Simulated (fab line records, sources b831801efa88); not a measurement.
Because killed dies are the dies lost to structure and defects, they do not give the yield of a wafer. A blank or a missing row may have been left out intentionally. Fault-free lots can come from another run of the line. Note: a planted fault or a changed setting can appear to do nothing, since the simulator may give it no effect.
fab line records :: flow sfq_line
record:
  lots: 14
  wafers: 42
  last_day: 82
route steps=325 shown I1@73
lots that met no fault: from a run of the same line without faults
start_h: hours from the record's first day to the start of the lot's first wafer shown :: wait_h: hours elapsed since this lot's preceding step :: " same as the row above :: L1.1+2: a single row standing in for several wafers :: - no value present, or no start provided :: * or withheld: withheld :: < > ~ a bound
route shown NAME@n: a module of which the file shows steps, and the number in the route of the first :: usual: mean/standard deviation taken from wafers without a fault :: same: alike in all rows :: chamber/n: place in a boat :: sites: each site's reading :: _std_site: the standard deviation of these :: _edge_site: the outer-site mean with the inner-site mean subtracted :: radius_mm: for every site, how far away it sits from the centre of the wafer :: mask NAME#n: copy n :: behind: the tool/chamber that last shaped the wafer :: hold: reason for holding the lot/hours on hold/outcome of the hold :: device: whichever transistor did not switch (one of n, p or np) :: end of line: tests run on the same wafers once the route is complete :: for a step that has no rows: nothing shown but its recipe :: killed: at the first sort, the dies lost to defects and structure; wafer yield is something else :: map: shows each die of a wafer: x if killed, . if not, _ if none is there
set.NAME: the setting that was run; set.NAME@STEP: the one run at that earlier step :: model.NAME: the simulator's own value behind a step, which no gauge read
steps of the route over a sample of lots; a table a step, a row a wafer
services: from which hour (start_h, from the record's first day; less than 0 if before it) a tool's chamber was out of use, for how many hours, and why
== steps ==
step: SFQ_TRILAYER_I1_DEP_PECVD_045
recipe:
  material: SiO2
  temp_c: 150
  time_s: 111.11
  pressure_torr: 2.4
  rf_w: 183.3
  precursor: SiH4/N2O
  target_thk_nm: 500
usual:
  chamber_pressure_Torr: 2.400/0.0051
  heater_power_w: 83/18
  run_length_s: 139.0/0.6
  throttle_valve_pct: 25.8/1.1
lot.wafer: L534.1
tool: pecvd-04
chamber: 2
start_h: 348.54
wait_h: 0.0
chamber_pressure_Torr: 2.409
heater_power_w: 109
run_length_s: 138.2
throttle_valve_pct: 26.4

lot.wafer: L534.2
tool: pecvd-04
chamber: 0
start_h: 348.54
wait_h: 0.0
chamber_pressure_Torr: 2.396
heater_power_w: 92
run_length_s: 138.7
throttle_valve_pct: 27.6

lot.wafer: L534.3
tool: pecvd-04
chamber: 1
start_h: 348.54
wait_h: 0.0
chamber_pressure_Torr: 2.394
heater_power_w: 88
run_length_s: 138.0
throttle_valve_pct: 26.1

lot.wafer: L536.3
tool: pecvd-04
chamber: 0
start_h: 360.64
wait_h: 0.0
chamber_pressure_Torr: 2.400
heater_power_w: 95
run_length_s: 166.6
throttle_valve_pct: 27.5

lot.wafer: L536.4
tool: pecvd-04
chamber: 2
start_h: 360.64
wait_h: 0.0
chamber_pressure_Torr: 2.398
heater_power_w: 115
run_length_s: 166.5
throttle_valve_pct: 26.2

lot.wafer: L536.6
tool: pecvd-04
chamber: 1
start_h: 360.64
wait_h: 0.0
chamber_pressure_Torr: 2.396
heater_power_w: 88
run_length_s: 165.6
throttle_valve_pct: 26.1

lot.wafer: L537.1
tool: pecvd-04
chamber: 0
start_h: 368.84
wait_h: 0.0
chamber_pressure_Torr: 2.403
heater_power_w: 95
run_length_s: 166.6
throttle_valve_pct: 27.3

lot.wafer: L537.2
tool: pecvd-04
chamber: 1
start_h: 368.84
wait_h: 0.0
chamber_pressure_Torr: 2.395
heater_power_w: 88
run_length_s: 166.5
throttle_valve_pct: 26.0

lot.wafer: L537.6
tool: pecvd-04
chamber: 2
start_h: 368.84
wait_h: 0.0
chamber_pressure_Torr: 2.399
heater_power_w: 117
run_length_s: 165.8
throttle_valve_pct: 26.2

lot.wafer: L539.3
tool: pecvd-03
chamber: 0
start_h: 383.28
wait_h: 0.0
chamber_pressure_Torr: 2.401
heater_power_w: 97
run_length_s: 139.2
throttle_valve_pct: 23.5

lot.wafer: L539.4
tool: pecvd-03
chamber: 2
start_h: 383.28
wait_h: 0.0
chamber_pressure_Torr: 2.406
heater_power_w: 57
run_length_s: 140.4
throttle_valve_pct: 24.9

lot.wafer: L539.6
tool: pecvd-03
chamber: 1
start_h: 383.28
wait_h: 0.0
chamber_pressure_Torr: 2.401
heater_power_w: 71
run_length_s: 138.5
throttle_valve_pct: 24.6

lot.wafer: L547.2
tool: pecvd-01
chamber: 0
start_h: 514.38
wait_h: 0.0
chamber_pressure_Torr: 2.410
heater_power_w: 69
run_length_s: 139.3
throttle_valve_pct: 25.0

lot.wafer: L547.4
tool: pecvd-01
chamber: 0
start_h: 514.38
wait_h: 0.0
chamber_pressure_Torr: 2.405
heater_power_w: 71
run_length_s: 138.6
throttle_valve_pct: 24.6

lot.wafer: L547.5
tool: pecvd-01
chamber: 2
start_h: 514.38
wait_h: 0.0
chamber_pressure_Torr: 2.405
heater_power_w: 95
run_length_s: 139.9
throttle_valve_pct: 25.4

lot.wafer: L548.2
tool: pecvd-01
chamber: 2
start_h: 522.76
wait_h: 0.0
chamber_pressure_Torr: 2.396
heater_power_w: 103
run_length_s: 139.8
throttle_valve_pct: 25.1

lot.wafer: L548.5
tool: pecvd-01
chamber: 2
start_h: 522.76
wait_h: 0.0
chamber_pressure_Torr: 2.405
heater_power_w: 89
run_length_s: 139.9
throttle_valve_pct: 25.6

lot.wafer: L548.6
tool: pecvd-01
chamber: 0
start_h: 522.76
wait_h: 0.0
chamber_pressure_Torr: 2.407
heater_power_w: 71
run_length_s: 138.7
throttle_valve_pct: 25.0

lot.wafer: L549.1
tool: pecvd-04
chamber: 1
start_h: 526.36
wait_h: 0.0
chamber_pressure_Torr: 2.392
heater_power_w: 87
run_length_s: 138.6
throttle_valve_pct: 26.3

lot.wafer: L549.5
tool: pecvd-04
chamber: 0
start_h: 526.36
wait_h: 0.0
chamber_pressure_Torr: 2.405
heater_power_w: 88
run_length_s: 138.8
throttle_valve_pct: 27.7

lot.wafer: L549.6
tool: pecvd-04
chamber: 1
start_h: 526.36
wait_h: 0.0
chamber_pressure_Torr: 2.390
heater_power_w: 89
run_length_s: 138.5
throttle_valve_pct: 26.2

lot.wafer: L550.3
tool: pecvd-01
chamber: 1
start_h: 568.72
wait_h: 0.0
chamber_pressure_Torr: 2.401
heater_power_w: 62
run_length_s: 138.5
throttle_valve_pct: 26.7

lot.wafer: L550.5
tool: pecvd-01
chamber: 1
start_h: 568.72
wait_h: 0.0
chamber_pressure_Torr: 2.397
heater_power_w: 67
run_length_s: 138.9
throttle_valve_pct: 26.6

lot.wafer: L550.6
tool: pecvd-01
chamber: 2
start_h: 568.72
wait_h: 0.0
chamber_pressure_Torr: 2.397
heater_power_w: 96
run_length_s: 140.0
throttle_valve_pct: 25.5

lot.wafer: L551.1
tool: pecvd-01
chamber: 2
start_h: 576.16
wait_h: 0.0
chamber_pressure_Torr: 2.397
heater_power_w: 102
run_length_s: 139.5
throttle_valve_pct: 25.7

lot.wafer: L551.2
tool: pecvd-01
chamber: 0
start_h: 576.16
wait_h: 0.0
chamber_pressure_Torr: 2.399
heater_power_w: 63
run_length_s: 138.6
throttle_valve_pct: 25.1

lot.wafer: L551.3
tool: pecvd-01
chamber: 1
start_h: 576.16
wait_h: 0.0
chamber_pressure_Torr: 2.398
heater_power_w: 67
run_length_s: 138.4
throttle_valve_pct: 26.5

lot.wafer: L552.1
tool: pecvd-04
chamber: 1
start_h: 585.76
wait_h: 0.0
chamber_pressure_Torr: 2.396
heater_power_w: 81
run_length_s: 138.1
throttle_valve_pct: 26.0

lot.wafer: L552.5
tool: pecvd-04
chamber: 1
start_h: 585.76
wait_h: 0.0
chamber_pressure_Torr: 2.396
heater_power_w: 84
run_length_s: 138.2
throttle_valve_pct: 26.2

lot.wafer: L552.6
tool: pecvd-04
chamber: 2
start_h: 585.76
wait_h: 0.0
chamber_pressure_Torr: 2.397
heater_power_w: 117
run_length_s: 138.2
throttle_valve_pct: 26.7

lot.wafer: L553.1
tool: pecvd-01
chamber: 0
start_h: 592.96
wait_h: 0.0
chamber_pressure_Torr: 2.406
heater_power_w: 72
run_length_s: 139.1
throttle_valve_pct: 25.2

lot.wafer: L553.3
tool: pecvd-01
chamber: 2
start_h: 592.96
wait_h: 0.0
chamber_pressure_Torr: 2.401
heater_power_w: 103
run_length_s: 140.0
throttle_valve_pct: 25.7

lot.wafer: L553.5
tool: pecvd-01
chamber: 1
start_h: 592.96
wait_h: 0.0
chamber_pressure_Torr: 2.404
heater_power_w: 56
run_length_s: 138.9
throttle_valve_pct: 26.8

lot.wafer: L554.1
tool: pecvd-04
chamber: 2
start_h: 606.16
wait_h: 0.0
chamber_pressure_Torr: 2.408
heater_power_w: 113
run_length_s: 138.4
throttle_valve_pct: 26.6

lot.wafer: L554.2
tool: pecvd-04
chamber: 0
start_h: 606.16
wait_h: 0.0
chamber_pressure_Torr: 2.395
heater_power_w: 95
run_length_s: 139.3
throttle_valve_pct: 27.6

lot.wafer: L554.5
tool: pecvd-04
chamber: 2
start_h: 606.16
wait_h: 0.0
chamber_pressure_Torr: 2.397
heater_power_w: 115
run_length_s: 138.8
throttle_valve_pct: 26.7

lot.wafer: L555.2
tool: pecvd-03
chamber: 0
start_h: 607.36
wait_h: 0.0
chamber_pressure_Torr: 2.397
heater_power_w: 88
run_length_s: 139.0
throttle_valve_pct: 23.9

lot.wafer: L555.4
tool: pecvd-03
chamber: 1
start_h: 607.36
wait_h: 0.0
chamber_pressure_Torr: 2.388
heater_power_w: 77
run_length_s: 139.2
throttle_valve_pct: 24.9

lot.wafer: L555.6
tool: pecvd-03
chamber: 2
start_h: 607.36
wait_h: 0.0
chamber_pressure_Torr: 2.404
heater_power_w: 49
run_length_s: 139.8
throttle_valve_pct: 25.7

lot.wafer: L556.2
tool: pecvd-01
chamber: 0
start_h: 613.36
wait_h: 0.0
chamber_pressure_Torr: 2.399
heater_power_w: 69
run_length_s: 139.0
throttle_valve_pct: 25.3

lot.wafer: L556.3
tool: pecvd-01
chamber: 2
start_h: 613.36
wait_h: 0.0
chamber_pressure_Torr: 2.395
heater_power_w: 88
run_length_s: 140.3
throttle_valve_pct: 25.8

lot.wafer: L556.4
tool: pecvd-01
chamber: 1
start_h: 613.36
wait_h: 0.0
chamber_pressure_Torr: 2.391
heater_power_w: 62
run_length_s: 138.9
throttle_valve_pct: 26.4
step: SFQ_TRILAYER_I1_CMP_CMP_046
recipe:
  material: SiO2
  down_force_psi: 3
  platen_rpm: 60
  pad_velocity_m_s: 0.94248
usual:
  motor_current_A: 10.7/1
  time_to_endpoint_s: 215/6.1
lot.wafer: L534.1
tool: cmp-02
chamber: 3
start_h: 361.32
wait_h: 12.7
motor_current_A: 9.5
time_to_endpoint_s: 206

lot.wafer: L534.3
tool: cmp-02
chamber: 0
start_h: 361.32
wait_h: 12.7
motor_current_A: 10.2
time_to_endpoint_s: 211

lot.wafer: L534.2
tool: cmp-02
chamber: 1
start_h: 361.32
wait_h: 12.7
motor_current_A: 11.8
time_to_endpoint_s: 212

lot.wafer: L536.4
tool: cmp-01
chamber: 0
start_h: 372.85
wait_h: 12.1
motor_current_A: 10.8
time_to_endpoint_s: 312

lot.wafer: L536.3
tool: cmp-01
chamber: 3
start_h: 374.35
wait_h: 13.7
motor_current_A: 11.6
time_to_endpoint_s: 298

lot.wafer: L536.6
tool: cmp-01
chamber: 0
start_h: 374.35
wait_h: 13.7
motor_current_A: 12.2
time_to_endpoint_s: 315

lot.wafer: L537.1
tool: cmp-02
chamber: 1
start_h: 382.32
wait_h: 13.4
motor_current_A: 10.6
time_to_endpoint_s: 290

lot.wafer: L537.2
tool: cmp-02
chamber: 2
start_h: 382.32
wait_h: 13.4
motor_current_A: 9.5
time_to_endpoint_s: 300

lot.wafer: L537.6
tool: cmp-02
chamber: 0
start_h: 383.82
wait_h: 14.9
motor_current_A: 9.8
time_to_endpoint_s: 302

lot.wafer: L539.4
tool: cmp-01
chamber: 3
start_h: 388.35
wait_h: 5.0
motor_current_A: 11.6
time_to_endpoint_s: 219

lot.wafer: L539.3
tool: cmp-01
chamber: 1
start_h: 389.35
wait_h: 6.0
motor_current_A: 12.2
time_to_endpoint_s: 210

lot.wafer: L539.6
tool: cmp-01
chamber: 3
start_h: 390.35
wait_h: 7.0
motor_current_A: 11.4
time_to_endpoint_s: 218

lot.wafer: L547.4
tool: cmp-01
chamber: 2
start_h: 518.77
wait_h: 4.3
motor_current_A: 9.5
time_to_endpoint_s: 220

lot.wafer: L547.2
tool: cmp-01
chamber: 0
start_h: 519.77
wait_h: 5.3
motor_current_A: 11.2
time_to_endpoint_s: 219

lot.wafer: L547.5
tool: cmp-01
chamber: 3
start_h: 521.27
wait_h: 6.8
motor_current_A: 11.3
time_to_endpoint_s: 224

lot.wafer: L548.2
tool: cmp-01
chamber: 2
start_h: 526.27
wait_h: 3.5
motor_current_A: 9.6
time_to_endpoint_s: 209

lot.wafer: L548.5
tool: cmp-01
chamber: 3
start_h: 526.27
wait_h: 3.5
motor_current_A: 11.8
time_to_endpoint_s: 217

lot.wafer: L548.6
tool: cmp-01
chamber: 0
start_h: 526.27
wait_h: 3.5
motor_current_A: 11.9
time_to_endpoint_s: 226

lot.wafer: L549.1
tool: cmp-02
chamber: 1
start_h: 529.69
wait_h: 3.3
motor_current_A: 11.1
time_to_endpoint_s: 218

lot.wafer: L549.5
tool: cmp-02
chamber: 3
start_h: 530.69
wait_h: 4.3
motor_current_A: 9.2
time_to_endpoint_s: 221

lot.wafer: L549.6
tool: cmp-02
chamber: 0
start_h: 530.69
wait_h: 4.3
motor_current_A: 9.4
time_to_endpoint_s: 233

lot.wafer: L550.3
tool: cmp-01
chamber: 2
start_h: 570.59
wait_h: 1.8
motor_current_A: 9.4
time_to_endpoint_s: 211

lot.wafer: L550.6
tool: cmp-01
chamber: 3
start_h: 570.59
wait_h: 1.8
motor_current_A: 11.6
time_to_endpoint_s: 222

lot.wafer: L550.5
tool: cmp-01
chamber: 0
start_h: 570.59
wait_h: 1.8
motor_current_A: 12.0
time_to_endpoint_s: 222

lot.wafer: L551.3
tool: cmp-01
chamber: 3
start_h: 576.24
wait_h: 0.0
motor_current_A: 11.2
time_to_endpoint_s: 211

lot.wafer: L551.1
tool: cmp-01
chamber: 1
start_h: 577.24
wait_h: 1.0
motor_current_A: 11.7
time_to_endpoint_s: 211

lot.wafer: L551.2
tool: cmp-01
chamber: 2
start_h: 577.24
wait_h: 1.0
motor_current_A: 9.9
time_to_endpoint_s: 216

lot.wafer: L552.1
tool: cmp-02
chamber: 3
start_h: 592.66
wait_h: 6.9
motor_current_A: 10.0
time_to_endpoint_s: 205

lot.wafer: L552.6
tool: cmp-02
chamber: 2
start_h: 594.16
wait_h: 8.3
motor_current_A: 9.2
time_to_endpoint_s: 210

lot.wafer: L552.5
tool: cmp-02
chamber: 3
start_h: 594.16
wait_h: 8.3
motor_current_A: 9.2
time_to_endpoint_s: 215

lot.wafer: L553.3
tool: cmp-02
chamber: 3
start_h: 595.16
wait_h: 2.2
motor_current_A: 9.5
time_to_endpoint_s: 212

lot.wafer: L553.1
tool: cmp-02
chamber: 2
start_h: 596.66
wait_h: 3.7
motor_current_A: 10.0
time_to_endpoint_s: 209

lot.wafer: L553.5
tool: cmp-02
chamber: 0
start_h: 597.66
wait_h: 4.6
motor_current_A: 9.5
time_to_endpoint_s: 217

lot.wafer: L554.1
tool: cmp-01
chamber: 3
start_h: 606.24
wait_h: 0.0
motor_current_A: 11.1
time_to_endpoint_s: 210

lot.wafer: L554.2
tool: cmp-01
chamber: 2
start_h: 607.74
wait_h: 1.5
motor_current_A: 9.7
time_to_endpoint_s: 211

lot.wafer: L554.5
tool: cmp-01
chamber: 3
start_h: 607.74
wait_h: 1.5
motor_current_A: 11.4
time_to_endpoint_s: 219

lot.wafer: L555.2
tool: cmp-02
chamber: 0
start_h: 607.96
wait_h: 0.6
motor_current_A: 9.2
time_to_endpoint_s: 212

lot.wafer: L555.4
tool: cmp-02
chamber: 2
start_h: 608.96
wait_h: 1.5
motor_current_A: 9.4
time_to_endpoint_s: 220

lot.wafer: L555.6
tool: cmp-02
chamber: 1
start_h: 610.46
wait_h: 3.0
motor_current_A: 11.2
time_to_endpoint_s: 219

lot.wafer: L556.2
tool: cmp-02
chamber: 3
start_h: 613.44
wait_h: 0.0
motor_current_A: 9.9
time_to_endpoint_s: 216

lot.wafer: L556.4
tool: cmp-02
chamber: 0
start_h: 613.44
wait_h: 0.0
motor_current_A: 9.6
time_to_endpoint_s: 218

lot.wafer: L556.3
tool: cmp-02
chamber: 2
start_h: 614.94
wait_h: 1.5
motor_current_A: 9.4
time_to_endpoint_s: 215
== services ==
tool: pecvd-04
chamber: 0
start_h: 326.82
hours: 15.9
kind: repair

tool: pecvd-04
chamber: 2
start_h: 327.36
hours: 20.5
kind: repair

tool: cmp-02
chamber: -
start_h: 391.00
hours: 0.4
kind: repair

tool: cmp-02
chamber: -
start_h: 399.47
hours: 0.8
kind: repair

tool: cmp-01
chamber: -
start_h: 408.79
hours: 4.0
kind: pm

tool: cmp-02
chamber: -
start_h: 433.16
hours: 1.9
kind: repair

tool: cmp-01
chamber: -
start_h: 449.56
hours: 0.3
kind: repair

tool: pecvd-03
chamber: -
start_h: 452.71
hours: 2.1
kind: repair

tool: pecvd-01
chamber: 1
start_h: 460.93
hours: 20.1
kind: repair

tool: cmp-01
chamber: -
start_h: 461.20
hours: 2.3
kind: repair

tool: cmp-02
chamber: -
start_h: 465.19
hours: 4.1
kind: pm

tool: cmp-02
chamber: -
start_h: 469.25
hours: 2.3
kind: repair

tool: pecvd-03
chamber: -
start_h: 472.76
hours: 4.2
kind: repair

tool: pecvd-01
chamber: -
start_h: 487.78
hours: 1.2
kind: repair

tool: cmp-02
chamber: -
start_h: 489.07
hours: 11.7
kind: repair

tool: cmp-01
chamber: -
start_h: 499.22
hours: 0.5
kind: repair

tool: pecvd-04
chamber: -
start_h: 523.43
hours: 2.8
kind: pm

tool: cmp-02
chamber: -
start_h: 544.69
hours: 0.2
kind: repair

tool: pecvd-03
chamber: -
start_h: 558.22
hours: 1.0
kind: repair

tool: cmp-01
chamber: -
start_h: 567.19
hours: 0.6
kind: repair

tool: cmp-02
chamber: -
start_h: 574.85
hours: 4.0
kind: pm

tool: cmp-01
chamber: -
start_h: 575.63
hours: 0.4
kind: repair

tool: cmp-02
chamber: -
start_h: 578.85
hours: 13.3
kind: pm

tool: cmp-01
chamber: -
start_h: 611.76
hours: 2.2
kind: pm
== key ==
first_sign:
  step: SFQ_TRILAYER_I1_DEP_PECVD_045
  reading: run_length_s
  direction: up
  sigmas: 45
  usual: *
  struck: *
effect:
  step: SFQ_TRILAYER_I1_CMP_CMP_046
  reading: time_to_endpoint_s
  direction: up
  sigmas: 14
  usual: *
  struck: *
met_at SFQ_TRILAYER_I1_DEP_PECVD_045
struck_lots L536,L537
onset_between 348.54 360.64
fault:
  kind: process_parameter_drift
  tool: pecvd-04
  chamber: -
  onset_h: 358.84
  steps: SFQ_TRILAYER_I1_DEP_PECVD_045
  channel: time_s
  offset: *
  shape: step
  end_h: 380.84
  acts_in: *
  stated: *
